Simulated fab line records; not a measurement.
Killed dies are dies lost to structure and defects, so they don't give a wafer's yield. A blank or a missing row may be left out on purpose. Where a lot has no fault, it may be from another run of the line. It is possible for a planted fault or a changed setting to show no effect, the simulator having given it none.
Chamber matching / flow sky130 / 4 sister chambers for SKY_CONTACT_ETCH_17 on rieDiel-04
The step etches SiO2 in C4F8/O2/Ar, stops on Si3N4, target depth 340 nm. 8 wafers are shown with their chamber, then 12 later ones without.

WAFERS PAIRED WITH THEIR CHAMBERS
wafer=L084.1; chamber=0; oesProductAu (a.u.)=0.894
wafer=L086.4; chamber=1; oesProductAu (a.u.)=0.896
wafer=L086.6; chamber=3; oesProductAu (a.u.)=0.894
wafer=L087.2; chamber=0; oesProductAu (a.u.)=0.888
wafer=L087.6; chamber=2; oesProductAu (a.u.)=0.896
wafer=L088.1; chamber=3; oesProductAu (a.u.)=0.893
wafer=L088.2; chamber=1; oesProductAu (a.u.)=0.892
wafer=L088.3; chamber=2; oesProductAu (a.u.)=0.883

WAFERS WHOSE CHAMBER IS MISSING
wafer=L088.4; oesProductAu (a.u.)=0.899
wafer=L088.5; oesProductAu (a.u.)=0.892
wafer=L088.6; oesProductAu (a.u.)=0.886
wafer=L091.1; oesProductAu (a.u.)=0.893
wafer=L091.2; oesProductAu (a.u.)=0.885
wafer=L091.4; oesProductAu (a.u.)=0.889
wafer=L094.1; oesProductAu (a.u.)=0.892
wafer=L094.2; oesProductAu (a.u.)=0.898
wafer=L094.3; oesProductAu (a.u.)=0.890
wafer=L094.4; oesProductAu (a.u.)=0.894
wafer=L094.5; oesProductAu (a.u.)=0.881
wafer=L094.6; oesProductAu (a.u.)=0.896

EACH ONE'S CHAMBER
wafer=L088.4; from the rows above=can't be placed: 1 or 3 or 0 or 2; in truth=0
wafer=L088.5; from the rows above=can't be placed: 0 or 3 or 1 or 2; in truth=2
wafer=L088.6; from the rows above=can't be placed: 2 or 0 or 3 or 1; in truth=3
wafer=L091.1; from the rows above=can't be placed: 3 or 1 or 0 or 2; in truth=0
wafer=L091.2; from the rows above=can't be placed: 2 or 0 or 3 or 1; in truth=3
wafer=L091.4; from the rows above=can't be placed: 2 or 0 or 3 or 1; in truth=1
wafer=L094.1; from the rows above=can't be placed: 0 or 3 or 1 or 2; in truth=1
wafer=L094.2; from the rows above=can't be placed: 1 or 3 or 0 or 2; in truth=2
wafer=L094.3; from the rows above=can't be placed: 2 or 0 or 3 or 1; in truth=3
wafer=L094.4; from the rows above=can't be placed: 1 or 3 or 0 or 2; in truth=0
wafer=L094.5; from the rows above=can't be placed: 2 or 0 or 3 or 1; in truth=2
wafer=L094.6; from the rows above=can't be placed: 1 or 3 or 0 or 2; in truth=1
0 of 12 placed correctly. Can't be placed from these rows: 12 (the true chamber is among the candidates in 12). Placed wrongly: 0.
How it was worked out, from the rows above alone: a wafer's distance from a chamber is the root of the sum, over the readings, of the square of ((its reading less the chamber's mean) divided by the reading's scatter). The wafer belongs to the nearest chamber; if the next one is less than 2 further off, it can't be placed. Each chamber's mean is taken over the wafers shown for it. The scatter: take each reading less its chamber's mean, square it, sum over the shown wafers, divide by the number of wafers less the number of chambers, and take the root.
